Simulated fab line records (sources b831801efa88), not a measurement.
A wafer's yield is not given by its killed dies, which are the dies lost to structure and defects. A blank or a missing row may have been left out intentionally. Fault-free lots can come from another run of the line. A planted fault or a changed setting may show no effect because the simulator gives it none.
Matching of chambers -- flow gf180mcu -- 3 sister chambers for GF_V3_CVD_02 on pecvd-01
The step deposits SiO2 from TEOS, target thk 850 nm, time 94.851 s. 16 wafers are shown with their chamber, then 8 later ones without.

EACH WAFER AND ITS CHAMBER
wafer,chamber,heater power w (W)
L079.2,0,904
L079.5,2,555
L079.6,0,944
L084.1,2,702
L084.3,0,758
L084.6,0,853
L086.1,0,802
L086.2,1,615
L086.6,1,492
L089.3,1,532
L089.4,2,672
L089.5,0,931
L090.1,0,938
L090.3,2,657
L090.6,0,740
L091.1,0,831

SIGNATURES, as means of the wafers listed above
reading,chamber 0,chamber 1,chamber 2,scatter within a chamber
heater power w,855.67,546.33,646.50,72.9
Rule: for a wafer and a chamber, the distance is found by dividing, reading by reading, the gap between the wafer's reading and the chamber's mean by the reading's scatter, squaring, summing and taking the root. If the next closest chamber is less than 2 further off than the closest, the wafer can't be placed; otherwise it belongs to the closest. The scatter: the root of (the sum of the squares of (reading less its chamber's mean) over the shown wafers, divided by (wafers less chambers)).

WAFERS MISSING THEIR CHAMBER
wafer,heater power w (W)
L091.2,712
L091.5,618
L094.2,635
L094.3,689
L094.6,507
L096.2,539
L096.3,639
L096.6,587

THE CHAMBER EACH PASSED THROUGH
wafer,from the rows above,in truth
L091.2,can't be placed: 2 or 0 or 1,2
L091.5,can't be placed: 2 or 1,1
L094.2,can't be placed: 2 or 1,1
L094.3,can't be placed: 2 or 1 or 0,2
L094.6,can't be placed: 1 or 2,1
L096.2,can't be placed: 1 or 2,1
L096.3,can't be placed: 2 or 1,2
L096.6,can't be placed: 1 or 2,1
Correct placement for 0 of the 8. Cannot be placed on the basis of these rows: 8; the candidates contain the true chamber in 8. Number placed wrongly: 0.
